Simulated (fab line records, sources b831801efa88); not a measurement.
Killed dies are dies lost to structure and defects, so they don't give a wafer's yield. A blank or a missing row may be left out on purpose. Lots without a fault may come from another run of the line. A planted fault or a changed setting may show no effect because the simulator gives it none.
Which tool did it? | flow sky130 | 10 lots, 30 wafers sampled, at 6 steps of a route of 708

WHAT THE GAUGES READ, wafer by wafer
The record holds no reading of a measuring or inspecting step that can be judged against a usual standard deviation.

WHICH TOOL RAN EACH LOT (tool, then ch and the chambers of the sampled wafers, then the start)
lot  | SKY_METAL4_SPUTTER_03        | SKY_CAP2M_SPUTTER_02         | SKY_METAL4_METAL_ETCH_18          | SKY_METAL4_STRIP_19                  | SKY_VIA4_CMP_02               | SKY_PAD_OPEN_PROBE_99
L683 | pvd_sputter-01, day 39 12:45 | pvd_sputter-01, day 39 12:54 | rie_metal-04 ch 0,1, day 41 13:55 | plasma_asher-03 ch 0, day 41 14:05   | cmp-02 ch 1,2,3, day 41 14:58 | prober-02, day 45 14:14
L685 | pvd_sputter-03, day 40 07:14 | pvd_sputter-01, day 40 07:23 | rie_metal-04 ch 0,1, day 42 06:23 | plasma_asher-03 ch 0,1, day 42 06:34 | cmp-01 ch 0,1, day 42 07:23   | prober-02, day 46 04:37
L686 | pvd_sputter-01, day 40 13:11 | pvd_sputter-02, day 40 13:20 | rie_metal-04 ch 0,1, day 42 13:13 | plasma_asher-01 ch 0,1, day 42 13:24 | cmp-02 ch 1,3, day 42 14:28   | prober-01, day 46 10:59
L687 | pvd_sputter-02, day 40 21:25 | pvd_sputter-01, day 40 21:34 | rie_metal-01 ch 0,1, day 42 21:33 | plasma_asher-01 ch 0,1, day 42 21:44 | cmp-02 ch 1,3, day 42 22:38   | prober-02, day 46 18:07
L691 | pvd_sputter-01, day 43 03:25 | pvd_sputter-04, day 43 03:34 | rie_metal-02 ch 0,1, day 45 00:25 | plasma_asher-01 ch 0,1, day 45 00:34 | cmp-02 ch 0,1,3, day 45 01:34 | -
L696 | pvd_sputter-02, day 44 02:29 | pvd_sputter-01, day 44 02:38 | rie_metal-04 ch 0,1, day 45 22:34 | plasma_asher-01 ch 0,1, day 45 22:43 | cmp-02 ch 0,2,3, day 45 23:40 | -
L700 | pvd_sputter-02, day 44 14:37 | pvd_sputter-01, day 44 14:47 | rie_metal-04 ch 0,1, day 46 10:58 | plasma_asher-01 ch 0,1, day 46 11:07 | cmp-01 ch 0,1,2, day 46 12:01 | prober-02, day 49 20:59
L701 | pvd_sputter-02, day 45 11:06 | pvd_sputter-04, day 45 11:15 | rie_metal-04 ch 0,1, day 47 05:06 | plasma_asher-04 ch 0, day 47 05:17   | cmp-01 ch 0,2, day 47 06:14   | -
L702 | pvd_sputter-01, day 45 16:25 | pvd_sputter-02, day 45 16:34 | rie_metal-04 ch 0,1, day 47 10:22 | plasma_asher-01 ch 0,1, day 47 10:32 | cmp-02 ch 0,1,3, day 47 11:25 | prober-01, day 50 16:40
L704 | pvd_sputter-02, day 45 18:14 | pvd_sputter-01, day 45 18:23 | rie_metal-04 ch 0,1, day 47 10:57 | plasma_asher-03 ch 0,1, day 47 11:08 | cmp-01 ch 0,3, day 47 11:58   | -
- SKY_METAL4_SPUTTER_03: material Ti, target thk 5 nm, time 3.3 s.
- SKY_CAP2M_SPUTTER_02: material TiN, target thk 200 nm, time 166.7 s.
- SKY_METAL4_METAL_ETCH_18: etches the open film in Cl2/BCl3, stops on SiO2, target depth 845 nm, time 183.1 s.
- SKY_METAL4_STRIP_19: strips in O2/N2.
- SKY_VIA4_CMP_02: polishes SiO2.
- SKY_PAD_OPEN_PROBE_99

WHAT THE TOOLS THEMSELVES READ (means of the sampled wafers that have a number; where no wafer has one, the mark that the record gives instead)
SKY_METAL4_SPUTTER_03. Usual: throttle_valve_pct 29.4 %, standard deviation 0.81.
lot  | tool           | throttle_valve_pct (%) | flag
L683 | pvd_sputter-01 | 29.9                   |
L685 | pvd_sputter-03 | 29.6                   |
L686 | pvd_sputter-01 | 29.5                   |
L687 | pvd_sputter-02 | 28.7                   |
L691 | pvd_sputter-01 | 29.6                   |
L696 | pvd_sputter-02 | 28.4                   |
L700 | pvd_sputter-02 | 28.9                   |
L701 | pvd_sputter-02 | 28.9                   |
L702 | pvd_sputter-01 | 29.1                   |
L704 | pvd_sputter-02 | 28.3                   |

SKY_CAP2M_SPUTTER_02. Usual: throttle_valve_pct 29.5 %, standard deviation 0.9.
lot  | tool           | throttle_valve_pct (%) | flag
L683 | pvd_sputter-01 | 29.5                   |
L685 | pvd_sputter-01 | 30.0                   |
L686 | pvd_sputter-02 | 28.9                   |
L687 | pvd_sputter-01 | 29.0                   |
L691 | pvd_sputter-04 | 30.4                   |
L696 | pvd_sputter-01 | 29.8                   |
L700 | pvd_sputter-01 | 30.0                   |
L701 | pvd_sputter-04 | 30.5                   |
L702 | pvd_sputter-02 | 29.3                   |
L704 | pvd_sputter-01 | 29.3                   |

SKY_METAL4_METAL_ETCH_18. Usual: drypump_motor_current_A 5.7 A, standard deviation 0.48; he_backside_leak_sccm 3.39 sccm, standard deviation 0.22; oes_product_au 0.866 a.u., standard deviation 0.0064; rf_fwd_power_W 897.1 W, standard deviation 2.8; throttle_valve_pct 22.263 %, standard deviation 0.0086.
lot  | tool         | drypump_motor_current_A (A) | he_backside_leak_sccm (sccm) | oes_product_au (a.u.) | rf_fwd_power_W (W) | throttle_valve_pct (%) | flag
L683 | rie_metal-04 | 5.9                         | 3.41                         | 0.865                 | 895.8              | 22.261                 |
L685 | rie_metal-04 | 5.9                         | 3.43                         | 0.872                 | 850.5              | 22.260                 | OFF
L686 | rie_metal-04 | 6.0                         | 3.36                         | 0.859                 | 798.7              | 22.260                 | OFF
L687 | rie_metal-01 | 5.8                         | 3.33                         | 0.870                 | 898.8              | 22.261                 |
L691 | rie_metal-02 | 5.0                         | 3.30                         | 0.866                 | 895.7              | 22.265                 |
L696 | rie_metal-04 | 6.0                         | 3.38                         | 0.872                 | 896.2              | 22.257                 |
L700 | rie_metal-04 | 5.9                         | 3.50                         | 0.868                 | 898.4              | 22.263                 |
L701 | rie_metal-04 | 5.9                         | 3.49                         | 0.870                 | 897.9              | 22.269                 |
L702 | rie_metal-04 | 5.9                         | 3.51                         | 0.857                 | 895.2              | 22.258                 |
L704 | rie_metal-04 | 6.0                         | 3.54                         | 0.866                 | 898.1              | 22.274                 |

SKY_METAL4_STRIP_19. Usual: drypump_motor_current_A 5.7 A, standard deviation 0.34; n2_flow_sccm 300.0 sccm, standard deviation 0.91; oes_product_au 0.500 a.u., standard deviation 0.0065; strip_time_to_endpoint_s 6.47 s, standard deviation 0.095.
lot  | tool            | drypump_motor_current_A (A) | n2_flow_sccm (sccm) | oes_product_au (a.u.) | strip_time_to_endpoint_s (s) | flag
L683 | plasma_asher-03 | 6.2                         | 299.8               | 0.496                 | 6.33                         |
L685 | plasma_asher-03 | 6.0                         | 300.7               | 0.505                 | 6.64                         |
L686 | plasma_asher-01 | 5.4                         | 300.0               | 0.516                 | 6.89                         | OFF
L687 | plasma_asher-01 | 5.3                         | 300.7               | 0.505                 | 6.52                         |
L691 | plasma_asher-01 | 5.3                         | 299.8               | 0.503                 | 6.58                         |
L696 | plasma_asher-01 | 5.4                         | 300.4               | 0.496                 | 6.39                         |
L700 | plasma_asher-01 | 5.3                         | 300.8               | 0.496                 | 6.41                         |
L701 | plasma_asher-04 | 5.9                         | 300.6               | 0.495                 | 6.44                         |
L702 | plasma_asher-01 | 5.3                         | 299.7               | 0.499                 | 6.47                         |
L704 | plasma_asher-03 | 6.1                         | 300.5               | 0.497                 | 6.44                         |

SKY_VIA4_CMP_02. Usual: head_pressure_psi 4.001 psi, standard deviation 0.0089; motor_current_A 11.5 A, standard deviation 0.73; platen_rpm 60.00 rpm, standard deviation 0.037; slurry_flow_ml_min 150.0, standard deviation 0.48.
lot  | tool   | head_pressure_psi (psi) | motor_current_A (A) | platen_rpm (rpm) | slurry_flow_ml_min | flag
L683 | cmp-02 | 4.001                   | 11.3                | 59.99            | 149.8              |
L685 | cmp-01 | 4.006                   | 10.9                | 59.98            | 149.9              |
L686 | cmp-02 | 4.003                   | 11.1                | 60.02            | 149.6              |
L687 | cmp-02 | 3.988                   | 11.0                | 60.02            | 150.4              |
L691 | cmp-02 | 4.002                   | 11.3                | 59.97            | 150.5              |
L696 | cmp-02 | 4.004                   | 11.4                | 59.99            | 150.5              |
L700 | cmp-01 | 4.002                   | 11.5                | 60.00            | 149.8              |
L701 | cmp-01 | 4.006                   | 11.3                | 60.01            | 150.1              |
L702 | cmp-02 | 4.011                   | 11.0                | 60.00            | 149.4              |
L704 | cmp-01 | 3.995                   | 11.1                | 60.00            | 149.7              |

SKY_PAD_OPEN_PROBE_99. Usual: defect_limited_yield 82.4 %, standard deviation 1.8; killed_at_M0_to_M3 43, standard deviation 7.8; killed_at_M4_up 3.2, standard deviation 1.7; killed_at_contacts 24, standard deviation 5.2; killed_at_front_end 15, standard deviation 4.5; killed_at_other 0.4, standard deviation 0.65; killed_dies 87, standard deviation 9.1; killed_open 47, standard deviation 7.3; killed_short 40, standard deviation 6.5; sort_bin_3_pad_short 0.9 %, standard deviation 0.46; sort_bin_5_function 10.4 %, standard deviation 1.5; sort_bin_6_memory 6.3 %, standard deviation 1; sort_n_pass 405, standard deviation 9.1; sort_yield_pct 82.4 %, standard deviation 1.8.
lot  | tool      | defect_limited_yield (%) | killed_at_M0_to_M3 | killed_at_M4_up | killed_at_contacts | killed_at_front_end | killed_at_other | killed_dies | killed_open | killed_short | sort_bin_3_pad_short (%) | sort_bin_5_function (%) | sort_bin_6_memory (%) | sort_n_pass | sort_yield_pct (%) | flag
L683 | prober-02 | 80.9                     | 47                 | 4.0             | 23                 | 19                  | 0.3             | 94          | 53          | 41           | 0.9                      | 10.9                    | 7.3                   | 398         | 80.9               |
L685 | prober-02 | 82.0                     | 44                 | 3.0             | 27                 | 14                  | 0.7             | 89          | 48          | 40           | 1.0                      | 10.1                    | 6.9                   | 403         | 82.0               |
L686 | prober-01 | 82.2                     | 44                 | 4.3             | 23                 | 17                  | 0.3             | 88          | 52          | 35           | 1.1                      | 9.8                     | 6.9                   | 404         | 82.2               |
L687 | prober-02 | 81.1                     | 45                 | 4.0             | 24                 | 20                  | 0.3             | 93          | 46          | 47           | 1.5                      | 10.4                    | 7.0                   | 399         | 81.1               |
L700 | prober-02 | 81.2                     | 45                 | 3.0             | 26                 | 19                  | 0.3             | 93          | 53          | 40           | 1.2                      | 10.8                    | 6.8                   | 399         | 81.2               |
L702 | prober-01 | 82.2                     | 43                 | 2.7             | 25                 | 15                  | 1.3             | 88          | 48          | 39           | 1.1                      | 10.6                    | 6.2                   | 404         | 82.2               |

THE ANSWER, worked out from the rows above alone
Rule: a lot is off if the mean of its wafers that have a number lies more than 3 standard deviations from the usual mean. A lot without any number at a reading at which 4 lots or more have one is off too. The other lots that the step has rows for count as sound. The gauges are gone through in route order, then the tools' own readings, and for those a lot's mean is taken as printed above. The first step at which some lot is off is used, and at that step the reading that is off furthest; a lot without a number counts as furthest.
Off: L685, L686, at SKY_METAL4_METAL_ETCH_18 (rf_fwd_power_W).
A tool fits if, at that step or a process step before it, it ran every lot that is off, and no sound lot after the first of them. None of those tried fits.

WHAT THE SIMULATOR HAD PUT IN
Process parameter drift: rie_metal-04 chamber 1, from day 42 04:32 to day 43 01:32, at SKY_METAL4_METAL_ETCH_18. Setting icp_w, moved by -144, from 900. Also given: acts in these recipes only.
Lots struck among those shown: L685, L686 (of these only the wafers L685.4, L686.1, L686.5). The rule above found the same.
